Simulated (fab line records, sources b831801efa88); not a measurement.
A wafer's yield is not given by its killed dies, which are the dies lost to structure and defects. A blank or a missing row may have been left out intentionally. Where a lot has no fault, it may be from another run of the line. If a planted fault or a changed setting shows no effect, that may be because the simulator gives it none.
Which tool is to blame? | flow gf180mcu | 13 lots, 39 wafers sampled, at 5 steps of a route of 602

## WHAT THE GAUGES SHOWED, per wafer
GF_M4_OVL_MEAS_15.
lot  | measured     | on         | M4_OVL (nm)
L552 | day 23 16:34 | overlay-02 | 1 5 10
L553 | day 23 16:55 | overlay-01 | 0 6 -6
L554 | day 23 23:35 | overlay-01 | -3 -10 -6
L555 | day 24 09:46 | overlay-01 | 13 3 0
L558 | day 26 22:17 | overlay-01 | 3 7 5
L560 | day 27 00:58 | overlay-02 | 5 -1 4
L559 | day 27 02:02 | overlay-02 | 4 -2 0
L561 | day 27 05:06 | overlay-02 | 7 0 -3
L563 | day 27 18:35 | overlay-01 | 1 -1 -2
L566 | day 28 17:57 | overlay-02 | 11 8 12
L568 | day 29 13:15 | overlay-02 | 12 0 7
L569 | day 30 02:28 | overlay-02 | 4 0 2
L572 | day 30 19:47 | overlay-01 | 7 4 10

GF_M5_OVL_MEAS_08.
lot  | measured     | on         | M5_OVL (nm)
L552 | day 26 11:05 | overlay-02 | -6 -10 -6
L553 | day 26 12:04 | overlay-02 | 4 8 17
L554 | day 26 18:14 | overlay-01 | 8 10 7
L555 | day 27 02:49 | overlay-01 | 6 9 9
L558 | day 29 11:49 | overlay-01 | -3 -2 -5
L560 | day 29 12:56 | overlay-02 | 3 6 3
L559 | day 29 14:50 | overlay-01 | 1 8 5
L561 | day 29 17:08 | overlay-01 | 4 8 4
L563 | day 30 05:38 | overlay-02 | 24 25 25 21 23 22
L566 | day 31 04:05 | overlay-01 | 26 27 31 23 24 29
L568 | day 32 00:06 | overlay-01 | 24 25 30 22 22 27
L569 | day 32 10:14 | overlay-01 | 26 34 29 24 32 27
L572 | day 33 02:58 | overlay-02 | -2 -2 7

GF_V5_OVL_MEAS_15.
lot  | measured     | on         | V5_OVL (nm)
L552 | day 27 08:28 | overlay-02 | -3 3 3
L553 | day 27 09:34 | overlay-01 | -8 -9 0
L554 | day 27 16:07 | overlay-02 | 2 -5 -5
L555 | day 28 00:46 | overlay-01 | 6 0 3
L558 | day 30 08:15 | overlay-02 | -7 -1 4
L560 | day 30 08:46 | overlay-01 | 0 -4 4
L559 | day 30 11:17 | overlay-01 | -5 -3 1
L561 | day 30 12:32 | overlay-01 | -9 -4 -2
L563 | day 31 00:11 | overlay-01 | 9 4 8
L566 | day 31 23:35 | overlay-01 | 3 6 0
L568 | day 32 17:38 | overlay-02 | 4 4 -1
L569 | day 33 03:55 | overlay-02 | 7 8 7
L572 | day 33 20:19 | overlay-02 | 0 -7 3

## WHAT TOOL EACH LOT RAN ON (gives the tool, then ch and the chambers of the sampled wafers, and finally the start)
lot  | GF_MIM_SPUTTER_02           | GF_M5_EXPOSE_04
L552 | pvdSputter-01, day 24 17:32 | krfScanner-02 ch 0, day 26 01:17
L553 | pvdSputter-02, day 24 18:22 | krfScanner-01 ch 0, day 26 02:31
L554 | pvdSputter-02, day 25 00:17 | krfScanner-01 ch 0, day 26 08:03
L555 | pvdSputter-04, day 25 10:04 | krfScanner-01 ch 0, day 26 17:09
L558 | pvdSputter-01, day 27 20:55 | krfScanner-02 ch 0, day 29 02:44
L560 | pvdSputter-04, day 27 23:45 | krfScanner-01 ch 0, day 29 03:58
L559 | pvdSputter-02, day 28 01:19 | krfScanner-02 ch 0, day 29 06:07
L561 | pvdSputter-02, day 28 03:43 | krfScanner-01 ch 0, day 29 08:26
L563 | pvdSputter-02, day 28 16:19 | krfScanner-02 ch 0, day 29 20:13
L566 | pvdSputter-04, day 29 15:19 | krfScanner-02 ch 0, day 30 19:04
L568 | pvdSputter-04, day 30 11:01 | krfScanner-02 ch 0, day 31 14:52
L569 | pvdSputter-01, day 30 22:40 | krfScanner-02 ch 0, day 32 01:54
L572 | pvdSputter-02, day 31 16:28 | krfScanner-01 ch 0, day 32 19:05
- GF_MIM_SPUTTER_02: material AlCu, target thk 450 nm, time 23.9 s.
- GF_M5_EXPOSE_04: exposes mask Metal5, target cd 280 nm.

## AS READ BY THE TOOLS THEMSELVES (means over the sampled wafers that have a number; for cases with no such wafer, the mark the record gives instead)
GF_MIM_SPUTTER_02.
lot  | tool          | throttleValvePct (%)
L552 | pvdSputter-01 | 29.4
L553 | pvdSputter-02 | 29.4
L554 | pvdSputter-02 | 29.9
L555 | pvdSputter-04 | 30.0
L558 | pvdSputter-01 | 29.3
L560 | pvdSputter-04 | 30.3
L559 | pvdSputter-02 | 29.6
L561 | pvdSputter-02 | 29.7
L563 | pvdSputter-02 | 29.9
L566 | pvdSputter-04 | 30.2
L568 | pvdSputter-04 | 30.7
L569 | pvdSputter-01 | 29.1
L572 | pvdSputter-02 | 29.8

## THE ANSWER, worked out from the rows above alone
Rule: the usual values come from the lots themselves. The widest of any qualifying gaps counts: lots, ordered by their means at a reading, are off when they make up no more than a third of the lots, leave a main group of 4 or more, and stand apart from it by 3 or more times the standard deviation of that group's means. A main group whose means are all the same, to the digits that the tables above print for the reading, isn't used. Also off: a lot with no number at a reading for which 4 or more lots have one. All remaining lots with rows at the step are treated as sound. First the gauges in route order, then the tools' own readings, where a lot's mean is used as printed above. At the first step where some lot is off, the reading lying furthest off is the one used; lots without a number count as furthest.
Nothing can be told from this: no lot is off at any reading shown.

## WHAT HAD BEEN PUT IN BY THE SIMULATOR
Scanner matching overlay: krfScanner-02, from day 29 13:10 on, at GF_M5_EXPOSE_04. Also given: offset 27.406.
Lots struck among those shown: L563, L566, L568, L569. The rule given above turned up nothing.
